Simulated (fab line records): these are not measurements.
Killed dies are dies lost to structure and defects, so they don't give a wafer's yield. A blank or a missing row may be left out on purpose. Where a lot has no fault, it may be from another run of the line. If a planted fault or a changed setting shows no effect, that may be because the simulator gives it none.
Split-lot experiment	flow sky130	on a route of 708 steps: 5 lots, 23 wafers read

## THE SPLIT ITSELF
At SKY_LDD_N_IMPLANT_12, the setting energy-kev was moved away from the recipe's 50 on 8 of the 23 wafers read, by -4.8% to +4.4%. For the rest of the wafers, this setting stayed at what the recipe calls for.

Reading taken at the split's own step.

## THE READING
The simulator's own value implant.drp-nm, read by no gauge, in nm at SKY_LDD_N_IMPLANT_12. No usual value for it is given in the file.

wafer	tool, chamber at the split	energy-kev as run	against the recipe	implant.drp-nm, nm	against lot-mates on the recipe
L076.2	implanter-01, 0	50	recipe	18.83	-
L076.3	implanter-01, 0	50	recipe	18.83	-
L076.4	implanter-01, 0	50	recipe	18.83	-
L080.1	implanter-03, 0	50	recipe	18.83	-
L080.2	implanter-03, 0	50	recipe	18.83	-
L080.3	implanter-03, 0	50	recipe	18.83	-
L080.4	implanter-03, 0	50	recipe	18.83	-
L080.6	implanter-03, 0	50	recipe	18.83	-
L081.1	implanter-01, 0	51.2	+2.4%	19.16	+0.33
L081.3	implanter-01, 0	51.2	+2.4%	19.16	+0.33
L081.4	implanter-01, 0	51.2	+2.4%	19.16	+0.33
L081.2	implanter-01, 0	50	recipe	18.83	-
L081.5	implanter-01, 0	50	recipe	18.83	-
L082.1	implanter-02, 0	50	recipe	18.83	-
L082.3	implanter-02, 0	50	recipe	18.83	-
L082.6	implanter-02, 0	50	recipe	18.83	-
L082.2	implanter-02, 0	47.58	-4.8%	18.17	-0.66
L082.4	implanter-02, 0	47.58	-4.8%	18.17	-0.66
L083.2	implanter-03, 0	52.2	+4.4%	19.44	+0.61
L083.3	implanter-03, 0	52.2	+4.4%	19.44	+0.61
L083.5	implanter-03, 0	52.2	+4.4%	19.44	+0.61
L083.4	implanter-03, 0	50	recipe	18.83	-
L083.6	implanter-03, 0	50	recipe	18.83	-

THE FIT
A straight line over all 23 wafers: implant.drp-nm changes by +0.138 nm for each +1% of energy-kev; r = +1.00; the points scatter about the line by 0.0022 nm.
The same after taking each lot's own level away (the mean of its wafers on the recipe; 23 wafers): +0.138 nm for each +1%; r = +1.00; scatter 0.0022 nm.
On that fit, the largest move of energy-kev shifts the reading by 0.67 nm.
The lots' own levels span 18.830 to 18.830 nm.
The two slopes are in agreement: the lot-to-lot level therefore moves the slope only a little.
Check: with one of the wafers moved furthest among these (-4.8%) left out of the fit, the line predicts -0.666 nm for it against its lot-mates. It came out at -0.66 nm against them.

## OTHER SPLITS ON THESE WAFERS
Other splits were also applied to these wafers ahead of the reading. Each is held against what the fit with the lots' levels taken away leaves over:
other split on the same wafers	wafers away from the commonest value	r with implant.drp-nm (lot level and that fit taken away)
SKY_SONOS_TUNNEL_EXPOSE_04 dose-mj	11	-0.12
SKY_SONOS_ONO_CVD_02 pressure-mtorr	10	+0.50
SKY_SONOS_ONO_EXPOSE_10 dose-mj	11	+0.19
SKY_SONOS_ONO_ETCH_15 time-s	9	+0.09
SKY_POLY_GATE_IMPLANT_02 energy-kev	5	+0.01
SKY_POLY_GATE_EXPOSE_10 dose-mj	7	+0.01
SKY_POLY_GATE_OXIDATION_20 ox-time-s	10	-0.05

## THE WHOLE CHAIN: every reading that the file lists as answering this split, in the file's order
step	what it does	reading	change (the file's fit)	r (the file's)
SKY_LDD_N_IMPLANT_12		implant.rp-nm (the simulator's own value, which no gauge read)	+0.319 nm for each +1% of the setting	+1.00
SKY_LDD_N_IMPLANT_12		implant.drp-nm (the simulator's own value, which no gauge read)	+0.138 nm for each +1% of the setting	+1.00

## THE FILE'S OWN FIT
implant.drp-nm changes by +0.138 nm for each +1% of energy-kev, r = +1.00.
